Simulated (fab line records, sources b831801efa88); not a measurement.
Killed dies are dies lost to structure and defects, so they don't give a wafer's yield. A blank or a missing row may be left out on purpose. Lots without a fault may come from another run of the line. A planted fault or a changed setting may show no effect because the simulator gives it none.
Tool commonality check | flow sky130 | 10 lots, 30 wafers sampled

WHY IT WAS OPENED
At SKY_SD_N_RS_MEAS_16 the reading SD_N_RS is flagged on 2 of 10 lots. Wafers without a fault read 68.54 ohm/sq, standard deviation 0.13.
Rule: a lot is flagged when every wafer of it that has a number lies more than 4 standard deviations from that mean, or none has a number. The other lots count as sound.

lot  | measured     | on            | SD_N_RS (ohm/sq), wafer by wafer | flag
L109 | day 27 23:58 | film_metro-04 | 68.46 68.49 68.55                |
L111 | day 28 14:03 | film_metro-02 | 68.73 68.77 68.73                |
L117 | day 31 08:26 | film_metro-03 | 68.43 68.58 68.47                |
L118 | day 31 15:05 | film_metro-02 | 78.51 78.61 78.69                | FLAGGED
L120 | day 32 14:43 | film_metro-04 | 78.04 78.04 78.28                | FLAGGED
L124 | day 33 00:18 | film_metro-04 | 68.46 68.51 68.75                |
L128 | day 34 03:50 | film_metro-04 | 68.46 68.42 68.58                |
L129 | day 34 19:24 | film_metro-03 | 68.32 68.49 68.49                |
L130 | day 35 02:59 | film_metro-04 | 68.52 68.61 68.64                |
L132 | day 35 21:46 | film_metro-04 | 68.55 68.50 68.61                |
The numbers of the flagged lots are 78.36 ohm/sq on average: +9.82 ohm/sq against the usual, or +76 standard deviations.

WHICH TOOL RAN EACH LOT
The record holds 3 process steps before the reading, out of a route of 708 steps. In each cell: the tool, then ch and the chambers that the sampled wafers went through, then the start.
lot  | flag    | SKY_SD_N_IMPLANT_09             | SKY_SD_N_STRIP_11                    | SKY_SD_N_RTA_14
L109 |         | implanter-03 ch 0, day 27 23:14 | plasma_asher-04 ch 0,1, day 27 23:32 | rtp_anneal-02 ch 0, day 27 23:44
L111 |         | implanter-04 ch 0, day 28 13:22 | plasma_asher-02 ch 0,1, day 28 13:40 | rtp_anneal-02 ch 0, day 28 13:52
L117 |         | implanter-03 ch 0, day 31 07:44 | plasma_asher-04 ch 0,1, day 31 08:02 | rtp_anneal-02 ch 0, day 31 08:16
L118 | FLAGGED | implanter-03 ch 0, day 31 14:23 | plasma_asher-01 ch 0,1, day 31 14:41 | rtp_anneal-01 ch 0, day 31 14:55
L120 | FLAGGED | implanter-03 ch 0, day 32 14:02 | plasma_asher-02 ch 0,1, day 32 14:18 | rtp_anneal-01 ch 0, day 32 14:30
L124 |         | implanter-02 ch 0, day 32 23:34 | plasma_asher-02 ch 0,1, day 32 23:50 | rtp_anneal-01 ch 0, day 33 00:07
L128 |         | implanter-04 ch 0, day 34 03:08 | plasma_asher-01 ch 0, day 34 03:26   | rtp_anneal-01 ch 0, day 34 03:39
L129 |         | implanter-02 ch 0, day 34 18:43 | plasma_asher-02 ch 0,1, day 34 18:59 | rtp_anneal-02 ch 0, day 34 19:13
L130 |         | implanter-04 ch 0, day 35 02:17 | plasma_asher-02 ch 0,1, day 35 02:35 | rtp_anneal-01 ch 0, day 35 02:48
L132 |         | implanter-03 ch 0, day 35 21:05 | plasma_asher-01 ch 0,1, day 35 21:21 | rtp_anneal-02 ch 0, day 35 21:33
What these steps do:
- SKY_SD_N_IMPLANT_09
- SKY_SD_N_STRIP_11: strips in O2/N2.
- SKY_SD_N_RTA_14: time 2 s.
- SKY_SD_N_RS_MEAS_16: measures by four-point-probe.

FLAGGED OVER TOTAL, TOOL BY TOOL (the gauges that took the reading come last)
step                | tool            | lots run | flagged | share of the flagged lots | sound lots run after its first flagged lot
SKY_SD_N_IMPLANT_09 | implanter-02    | 2        | 0       | none                      | -
SKY_SD_N_IMPLANT_09 | implanter-03    | 5        | 2       | all                       | 1 (L132)
SKY_SD_N_IMPLANT_09 | implanter-04    | 3        | 0       | none                      | -
SKY_SD_N_STRIP_11   | plasma_asher-01 | 3        | 1       | some                      | 2 (L128,L132)
SKY_SD_N_STRIP_11   | plasma_asher-02 | 5        | 1       | some                      | 3 (L124,L129,L130)
SKY_SD_N_STRIP_11   | plasma_asher-04 | 2        | 0       | none                      | -
SKY_SD_N_RTA_14     | rtp_anneal-01   | 5        | 2       | all                       | 3 (L124,L128,L130)
SKY_SD_N_RTA_14     | rtp_anneal-02   | 5        | 0       | none                      | -
SKY_SD_N_RS_MEAS_16 | film_metro-02   | 2        | 1       | some                      | 0
SKY_SD_N_RS_MEAS_16 | film_metro-03   | 2        | 0       | none                      | -
SKY_SD_N_RS_MEAS_16 | film_metro-04   | 6        | 1       | some                      | 4 (L124,L128,L130,L132)

WHAT THE TABLE ALLOWS
2 rows of the table ran every flagged lot: implanter-03 at SKY_SD_N_IMPLANT_09, rtp_anneal-01 at SKY_SD_N_RTA_14.
- implanter-03 at SKY_SD_N_IMPLANT_09: 2 of its 5 lots flagged. Sound lots ran on it after the first flagged one (L132), which a lasting fault on the whole tool wouldn't allow. Its own readings lie more than 4 standard deviations out on every wafer of the flagged lots: beam_on_s, dose_ions_cm2.
- rtp_anneal-01 at SKY_SD_N_RTA_14: 2 of its 5 lots flagged. Sound lots ran on it after the first flagged one (L124, L128, L130), which a lasting fault on the whole tool wouldn't allow.
No row of the table ran every flagged lot and no sound lot after the first.

WHAT THE SIMULATOR HAD PUT IN
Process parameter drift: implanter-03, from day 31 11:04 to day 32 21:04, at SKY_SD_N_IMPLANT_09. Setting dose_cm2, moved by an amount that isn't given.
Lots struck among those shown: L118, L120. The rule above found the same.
